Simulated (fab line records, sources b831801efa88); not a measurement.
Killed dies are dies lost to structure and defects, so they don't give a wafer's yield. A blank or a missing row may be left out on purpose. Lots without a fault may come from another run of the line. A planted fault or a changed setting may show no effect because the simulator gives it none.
Split-lot experiment | flow sky130 | 5 lots, 23 wafers read, on a route of 708 steps

THE SPLIT
At SKY_NWELL_COAT_18 (resist thk 3000 nm), the setting resist_thk_nm was moved away from the recipe's 3000 nm on 11 of the 23 wafers read, by -5.0% to +3.8%. The other wafers ran this setting at the recipe's value.

The reading is taken at the split's own step.

THE READING
coat_of_NWELL_COAT_18.thk_nm (the simulator's own value, which no gauge read), in nm, at SKY_NWELL_COAT_18 (resist thk 3000 nm). The file gives no usual value for it. The 12 wafers here that ran the recipe average 2995 nm, standard deviation 8.1 nm.

wafer  | tool, chamber at the split | resist_thk_nm as run, nm | against the recipe | coat_of_NWELL_COAT_18.thk_nm, nm | against lot-mates on the recipe
L074.1 | litho_track-02, 0          | 2850                     | -5.0%              | 2853                             | -150
L074.2 | litho_track-02, 0          | 2850                     | -5.0%              | 2848                             | -156
L074.4 | litho_track-02, 0          | 3000                     | recipe             | 3011                             | -
L074.5 | litho_track-02, 0          | 3000                     | recipe             | 2996                             | -
L074.6 | litho_track-02, 0          | 2850                     | -5.0%              | 2840                             | -164
L078.1 | litho_track-01, 0          | 3000                     | recipe             | 2981                             | -
L078.2 | litho_track-01, 0          | 3000                     | recipe             | 2985                             | -
L078.3 | litho_track-01, 0          | 2889                     | -3.7%              | 2867                             | -116
L078.5 | litho_track-01, 0          | 2889                     | -3.7%              | 2875                             | -108
L078.6 | litho_track-01, 0          | 2889                     | -3.7%              | 2865                             | -118
L079.1 | litho_track-01, 0          | 3000                     | recipe             | 3005                             | -
L079.4 | litho_track-01, 0          | 3000                     | recipe             | 3003                             | -
L079.5 | litho_track-01, 0          | 3000                     | recipe             | 2995                             | -
L080.1 | litho_track-01, 0          | 3000                     | recipe             | 2989                             | -
L080.2 | litho_track-01, 0          | 2948                     | -1.7%              | 2945                             | -47
L080.4 | litho_track-01, 0          | 3000                     | recipe             | 2991                             | -
L080.5 | litho_track-01, 0          | 2948                     | -1.7%              | 2940                             | -52
L080.6 | litho_track-01, 0          | 3000                     | recipe             | 2995                             | -
L082.2 | litho_track-01, 0          | 3114                     | +3.8%              | 3117                             | +122
L082.3 | litho_track-01, 0          | 3114                     | +3.8%              | 3109                             | +114
L082.4 | litho_track-01, 0          | 3000                     | recipe             | 2998                             | -
L082.5 | litho_track-01, 0          | 3000                     | recipe             | 2992                             | -
L082.6 | litho_track-01, 0          | 3114                     | +3.8%              | 3113                             | +118

THE FIT
A straight line over all 23 wafers: coat_of_NWELL_COAT_18.thk_nm changes by +31.1 nm for each +1% of resist_thk_nm; r = +0.99; the points scatter about the line by 8.5 nm.
The same after taking each lot's own level away (the mean of its wafers on the recipe; 23 wafers): +31 nm for each +1%; r = +1.00; scatter 4.6 nm.
On that fit, the largest move of resist_thk_nm shifts the reading by 1.6e+02 nm.
The lots' own levels span 2983.0 to 3003.5 nm, that is 2.5 times the standard deviation above.
So the lot-to-lot level changes the slope little: the two slopes agree.
Check: with one of the wafers moved furthest among these (-5.0%) left out of the fit, the line predicts -156 nm for it against its lot-mates. It came out at -150 nm against them.

OTHER SPLITS ON THESE WAFERS
These wafers also went through other splits before the reading. Each is held against what the fit with the lots' levels taken away leaves over:
other split on the same wafers | wafers away from the commonest value | r with coat_of_NWELL_COAT_18.thk_nm (lot level and that fit taken away)
SKY_FIELD_ISO_CVD_03 time_s    | 15                                   | +0.05
SKY_FIELD_ISO_ETCH_15 time_s   | 10                                   | +0.10
SKY_DNWELL_COAT_02 spin_rpm    | 10                                   | +0.44
SKY_PWDE_COAT_02 resist_thk_nm | 7                                    | +0.12

THE WHOLE CHAIN: every reading that the file lists as answering this split, in the file's order
step               | what it does       | reading                                                                       | change (the file's fit)              | r (the file's)
SKY_NWELL_COAT_18  | resist thk 3000 nm | coat_of_NWELL_COAT_18.thk_nm (the simulator's own value, which no gauge read) | +31 nm for each +1% of the setting   | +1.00
SKY_NWELL_STRIP_25 | strips in O2/N2    | strip_time_to_endpoint_s                                                      | withheld for each +1% of the setting | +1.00

THE FILE'S OWN FIT
coat_of_NWELL_COAT_18.thk_nm changes by +31 nm for each +1% of resist_thk_nm, r = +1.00.
